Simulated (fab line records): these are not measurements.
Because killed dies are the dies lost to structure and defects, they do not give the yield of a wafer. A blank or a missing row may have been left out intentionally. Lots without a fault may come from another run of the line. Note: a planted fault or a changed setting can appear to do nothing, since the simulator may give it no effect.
Which tool is to blame? || flow sky130 || 14 lots with 42 wafers sampled at 2 steps, on a route of 708 steps

== WHAT THE GAUGES READ, wafer by wafer ==
The record holds no reading of a measuring or inspecting step that can be judged against a usual standard deviation.

== TOOL THAT RAN EACH LOT (tool first, then ch and the chambers of the sampled wafers, then the start) ==
{"lot": "L143", "SKY_LDD_HVN_DEVELOP_06": "litho track-02 ch 0, day 19 21:15", "SKY_PAD_OPEN_PROBE_99": "-"}
{"lot": "L144", "SKY_LDD_HVN_DEVELOP_06": "litho track-03 ch 0, day 20 06:54", "SKY_PAD_OPEN_PROBE_99": "-"}
{"lot": "L147", "SKY_LDD_HVN_DEVELOP_06": "litho track-02 ch 0, day 21 16:27", "SKY_PAD_OPEN_PROBE_99": "-"}
{"lot": "L146", "SKY_LDD_HVN_DEVELOP_06": "litho track-04 ch 0, day 21 19:28", "SKY_PAD_OPEN_PROBE_99": "-"}
{"lot": "L148", "SKY_LDD_HVN_DEVELOP_06": "litho track-04 ch 0, day 22 02:59", "SKY_PAD_OPEN_PROBE_99": "-"}
{"lot": "L149", "SKY_LDD_HVN_DEVELOP_06": "litho track-03 ch 0, day 22 19:09", "SKY_PAD_OPEN_PROBE_99": "-"}
{"lot": "L150", "SKY_LDD_HVN_DEVELOP_06": "litho track-03 ch 0, day 22 22:31", "SKY_PAD_OPEN_PROBE_99": "-"}
{"lot": "L151", "SKY_LDD_HVN_DEVELOP_06": "litho track-02 ch 0, day 23 04:22", "SKY_PAD_OPEN_PROBE_99": "-"}
{"lot": "L152", "SKY_LDD_HVN_DEVELOP_06": "litho track-04 ch 0, day 23 16:37", "SKY_PAD_OPEN_PROBE_99": "-"}
{"lot": "L153", "SKY_LDD_HVN_DEVELOP_06": "litho track-04 ch 0, day 24 02:58", "SKY_PAD_OPEN_PROBE_99": "prober-01, day 48 07:52"}
{"lot": "L159", "SKY_LDD_HVN_DEVELOP_06": "litho track-04 ch 0, day 25 23:20", "SKY_PAD_OPEN_PROBE_99": "-"}
{"lot": "L162", "SKY_LDD_HVN_DEVELOP_06": "litho track-04 ch 0, day 27 03:01", "SKY_PAD_OPEN_PROBE_99": "-"}
{"lot": "L164", "SKY_LDD_HVN_DEVELOP_06": "litho track-03 ch 0, day 27 23:33", "SKY_PAD_OPEN_PROBE_99": "-"}
{"lot": "L166", "SKY_LDD_HVN_DEVELOP_06": "litho track-04 ch 0, day 29 04:10", "SKY_PAD_OPEN_PROBE_99": "-"}
- SKY_LDD_HVN_DEVELOP_06: develop time 60 s.
- SKY_PAD_OPEN_PROBE_99

== AS READ BY THE TOOLS THEMSELVES (means over the sampled wafers that have a number; for cases with no such wafer, the mark the record gives instead) ==
SKY_LDD_HVN_DEVELOP_06.
{"lot": "L143", "tool": "litho track-02", "developer temp C (C)": 22.99}
{"lot": "L144", "tool": "litho track-03", "developer temp C (C)": 22.92}
{"lot": "L147", "tool": "litho track-02", "developer temp C (C)": 22.96}
{"lot": "L146", "tool": "litho track-04", "developer temp C (C)": 23.02}
{"lot": "L148", "tool": "litho track-04", "developer temp C (C)": 23.02}
{"lot": "L149", "tool": "litho track-03", "developer temp C (C)": 22.99}
{"lot": "L150", "tool": "litho track-03", "developer temp C (C)": 23.03}
{"lot": "L151", "tool": "litho track-02", "developer temp C (C)": 23.05}
{"lot": "L152", "tool": "litho track-04", "developer temp C (C)": 23.07}
{"lot": "L153", "tool": "litho track-04", "developer temp C (C)": 23.08}
{"lot": "L159", "tool": "litho track-04", "developer temp C (C)": 21.91}
{"lot": "L162", "tool": "litho track-04", "developer temp C (C)": 22.03}
{"lot": "L164", "tool": "litho track-03", "developer temp C (C)": 22.96}
{"lot": "L166", "tool": "litho track-04", "developer temp C (C)": 23.02}

SKY_PAD_OPEN_PROBE_99.
{"lot": "L153", "tool": "prober-01", "killed_at_M0_to_M3": 43, "killed_at_M4_up": 5.7, "killed at contacts": 24, "killed at front end": 11, "killed at other": 0.3, "killed dies": 84, "killed open": 44, "killed short": 40}

== THE ANSWER, worked out from the rows above alone ==
Rule: what is usual is taken from the lots themselves. The widest of any qualifying gaps counts: lots, ordered by their means at a reading, are off when they make up no more than a third of the lots, leave a main group of 4 or more, and stand apart from it by 3 or more times the standard deviation of that group's means. A main group whose means are all the same, to the digits that the tables above print for the reading, isn't used. A lot without any number at a reading at which 4 lots or more have one is off too. Where the step has rows for the other lots, those lots are counted as sound. First the gauges in route order, then the tools' own readings, where a lot's mean is used as printed above. At the first step where some lot is off, the reading lying furthest off is the one used; lots without a number count as furthest.
Off: L159, L162 (SKY_LDD_HVN_DEVELOP_06, developer temp C). The main group has a mean of 23.01 C with a standard deviation of 0.045.
A tool fits if, at that step or a process step before it, it ran every lot that is off, and no sound lot after the first of them. None of those tried fits.

== WHAT THE SIMULATOR HAD INSERTED ==
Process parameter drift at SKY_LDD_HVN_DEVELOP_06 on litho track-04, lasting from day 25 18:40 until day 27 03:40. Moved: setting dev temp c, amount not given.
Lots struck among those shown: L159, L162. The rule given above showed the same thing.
